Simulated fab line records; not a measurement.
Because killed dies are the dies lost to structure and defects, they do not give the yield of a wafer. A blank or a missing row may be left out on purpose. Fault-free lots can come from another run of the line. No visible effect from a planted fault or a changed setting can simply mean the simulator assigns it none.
A lot that was struck, set against a sound lot + flow sky130 + 44 out of 708 route steps
Sound: the wafers L359.1, L359.4, L359.5. Struck: wafers L368.3, L368.5 (left out: L368.1, a lot-mate that was not struck); the cause follows at the end.
Each step with rows lists, per side, the tool, then ch with its chambers, then its first start. Under that, the readings that differ: sound wafers + struck wafers + difference of the means + sigmas: that difference in standard deviations of wafers without a fault.
alike: same words and numbers on both sides, and readings whose means sit less than 2 such deviations apart. not compared: any withheld reading, any reading some wafer has no value for, any bound like >300 that may hide the same value, and any number with overlapping values for which the record gives no deviation.
Wherever a step has rows on one side only, a row that says differs or no value, or a row with sigmas, the two part there. Numbers that don't overlap but have no deviation are shown without sigmas and don't part them. A reading that every wafer of one side lacks parts them only if that side has two wafers or more.

first, 4 steps without rows for these wafers: SKY_VIA3_CLEAN_18 (cleans in IPA, time 180 s); SKY_VIA3_CLEAN_19 (cleans in O3/DIW); SKY_VIA3_SPUTTER_20 (material TiN, target thk 20 nm, time 80 s); SKY_VIA3_CVD_21 (deposits W, target thk 390 nm, time 117.31 s).
SKY_VIA3_RS_MEAS_22: measures by four-point-probe.
  sound: film metro-04 at day 42 03:55; struck: film metro-02 at day 42 17:19
  alike: VIA3_W_RS
SKY_VIA3_THK_MEAS_23: measures by xrf.
  sound: film metro-04 at day 42 04:02; struck: film metro-02 at day 42 17:26
  alike: VIA3_W_THK
SKY_VIA3_CMP_24: polishes, stops on SiO2, t overpolish 20 s, target thk 0 nm.
  sound on cmp-02 ch 1,3, day 42 04:05; struck on cmp-02 ch 2, day 42 17:29
  alike: motor current A, overpolish run s, time to endpoint s
then, 1 step without rows for these wafers: SKY_METAL4_SPUTTER_00 (material Ti, target thk 15 nm, time 10 s).
SKY_METAL4_SPUTTER_01: material TiN, target thk 20 nm, time 16.7 s.
  sound: pvd sputter-03 at day 42 04:25; struck: pvd sputter-03 at day 42 17:49
  alike: throttle valve pct
then, 1 step without rows for these wafers: SKY_METAL4_SPUTTER_02 (material AlCu, target thk 735 nm, time 39.1 s).
SKY_METAL4_SPUTTER_03: material Ti, target thk 5 nm, time 3.3 s.
  sound: pvd sputter-03 at day 42 04:28; struck: pvd sputter-03 at day 42 17:53
  alike: throttle valve pct
SKY_METAL4_SPUTTER_04: material TiN, target thk 70 nm, time 58.3 s.
  sound: pvd sputter-03 at day 42 04:29; struck: pvd sputter-03 at day 42 17:54
  alike: throttle valve pct
SKY_CAP2M_CVD_00: deposits SiO2, target thk 15.5 nm.
  sound on pecvd-02 ch 0,2, day 42 04:32; struck on pecvd-02 ch 0,2, day 42 17:57
| reading                                | sound             | struck      | difference | sigmas |
|----------------------------------------|-------------------|-------------|------------|--------|
| model.SiO2_of_CAP2M_CVD_00.thk nm (nm) | 15.31 15.27 15.59 | 9.615 9.844 | -5.661     |        |
  alike: heater power w, rf fwd power W
SKY_CAP2M_THK_MEAS_01:
  sound: film metro-03 at day 42 04:34; struck: film metro-03 at day 42 17:59
| reading               | sound             | struck    | difference | sigmas |
|-----------------------|-------------------|-----------|------------|--------|
| CAP2M_CVD_00_THK (nm) | 15.29 15.24 15.58 | 9.63 9.86 | -5.62      | -23    |
then, 1 step without rows for these wafers: SKY_CAP2M_SPUTTER_02 (material TiN, target thk 200 nm, time 166.7 s).
SKY_CAP2M_RS_MEAS_03: measures by four-point-probe.
  sound: film metro-01 at day 42 04:44; struck: film metro-04 at day 42 18:09
| reading               | sound          | struck    | difference | sigmas |
|-----------------------|----------------|-----------|------------|--------|
| CAP2M_TIN_RS (ohm/sq) | 7.00 7.05 6.99 | 6.83 6.81 | -0.19      | -2     |
SKY_CAP2M_THK_MEAS_04: measures by xrf.
  sound: film metro-01 at day 42 04:51; struck: film metro-04 at day 42 18:16
| reading            | sound             | struck      | difference | sigmas |
|--------------------|-------------------|-------------|------------|--------|
| CAP2M_TIN_THK (nm) | 195.1 193.9 196.0 | 201.0 200.5 | +5.8       | +2     |
then, 7 steps without rows for these wafers: SKY_CAP2M_DEHYDRATE_05 (time 60 s); SKY_CAP2M_HMDS_06 (prime time 60 s); SKY_CAP2M_COAT_07 (resist thk 1140 nm); SKY_CAP2M_SOFTBAKE_08 (time 60 s); SKY_CAP2M_EXPOSE_09 (exposes mask CAP2M, target cd 1000 nm); SKY_CAP2M_PEB_10; SKY_CAP2M_DEVELOP_11 (develop time 60 s).
SKY_CAP2M_OVL_MEAS_12:
  sound: overlay-02 at day 43 05:57; struck: overlay-01 at day 43 19:24
  alike: CAP2M_OVL
then, 13 steps without rows for these wafers: SKY_CAP2M_METAL_ETCH_13 (etches TiN in Cl2/BCl3, stops on SiO2, target depth 220 nm, time 62.9 s); SKY_CAP2M_STRIP_14 (strips in O2/N2); SKY_CAP2M_STRIP_15 (strips in post etch residue remover, time 1200 s); SKY_CAP2M_CLEAN_16 (cleans in IPA, time 180 s); SKY_CAP2M_CLEAN_17 (cleans in O3/DIW); SKY_METAL4_DEHYDRATE_05 (time 60 s); SKY_METAL4_HMDS_06 (prime time 60 s); SKY_METAL4_COAT_07 (resist thk 60 nm); SKY_METAL4_COAT_08 (resist thk 1140 nm); SKY_METAL4_SOFTBAKE_09 (time 90 s); SKY_METAL4_EXPOSE_10 (exposes mask MM4, target cd 300 nm); SKY_METAL4_PEB_11; SKY_METAL4_DEVELOP_12 (develop time 60 s).
SKY_METAL4_CD_MEAS_13: target cd 300 nm.
  sound: cd sem-01 at day 44 07:15; struck: cd sem-02 at day 44 20:31
  alike: cd nm
SKY_METAL4_OVL_MEAS_14:
  sound: overlay-02 at day 44 07:22; struck: overlay-01 at day 44 20:38
  alike: METAL4_OVL
then, 1 step without rows for these wafers: SKY_METAL4_DESCUM_15 (chemistry O2, time 8 s).
SKY_METAL4_ETCH_16: etches BARC in N2/H2, stops on SiO2, time 88.2 s, target depth 60 nm.
  sound on rie metal-04 ch 0,1, day 44 07:26; struck on rie metal-04 ch 0,1, day 44 20:43
  alike: chamber pressure mTorr, drypump motor current A, oes product au, rf fwd power W, throttle valve pct
  not compared: rf hours counter h
SKY_METAL4_ETCH_17: etches SiO2 in C4F8/O2/Ar, stops on TiN, time 3.9 s, target depth 15 nm.
  sound on rie diel-03 ch 0,2, day 44 07:32; struck on rie diel-04 ch 2,3, day 44 20:49
| reading               | sound             | struck      | difference | sigmas |
|-----------------------|-------------------|-------------|------------|--------|
| oes product au (a.u.) | 0.757 0.753 0.755 | 0.616 0.623 | -0.136     | -18    |
  alike: chamber pressure mTorr, rf fwd power W
  not compared: rf hours counter h
-- the record jumps here: 4 days lie between the struck wafers' starts before and after (it left off in module METAL4 and takes up again in module PAD_OPEN, whose first step shown is number 708 of the route) --
SKY_PAD_OPEN_PROBE_99:
  sound: prober-01 at day 48 06:57; struck: prober-01 at day 48 19:38
| reading                               | sound                | struck              | difference | sigmas |
|---------------------------------------|----------------------|---------------------|------------|--------|
| killed at contacts                    | 31 28 31             | 18 21               | -10        | -2     |
| model.etest.tester.sort n pass        | 408 409 385          | 0 0                 | -401       |        |
| model.etest.tester.sort yield pct (%) | 82.93 83.13 78.25    | 0 0                 | -81        |        |
| model.etest.tester.sort_bin_5_pct (%) | 10.16 11.38 13.21    | 90.85 94.31         | +81.00     |        |
| model.etest.cap mim2.bv v (V)         | 13.29 13.68 13.68    | 8.658 8.828         | -4.807     |        |
| model.etest.cap mim2.leak log10 a cm2 | -9.178 -8.872 -8.893 | -6.605 -6.548       | +2.404     |        |
| model.etest.cap mim2.c ff um2         | 2.364 2.372 2.317    | 3.762 3.696         | +1.378     |        |
| model.etest.tester.sort_bin_4_pct (%) | 0 0 0                | 6.213e-12 1.694e-13 | +3.191e-12 |        |
| model.etest.tester.sort_bin_8_pct (%) | 0 0 0                | 4.028e-16 2.81e-12  | +1.405e-12 |        |
  alike: defect limited yield, killed_at_M0_to_M3, killed_at_M4_up, killed at front end, killed at other, killed dies, killed open, killed short

WHERE THEY PART
Last at SKY_PAD_OPEN_PROBE_99 as far as this record goes, first at SKY_CAP2M_THK_MEAS_01.

WHY: whatever the simulator had introduced
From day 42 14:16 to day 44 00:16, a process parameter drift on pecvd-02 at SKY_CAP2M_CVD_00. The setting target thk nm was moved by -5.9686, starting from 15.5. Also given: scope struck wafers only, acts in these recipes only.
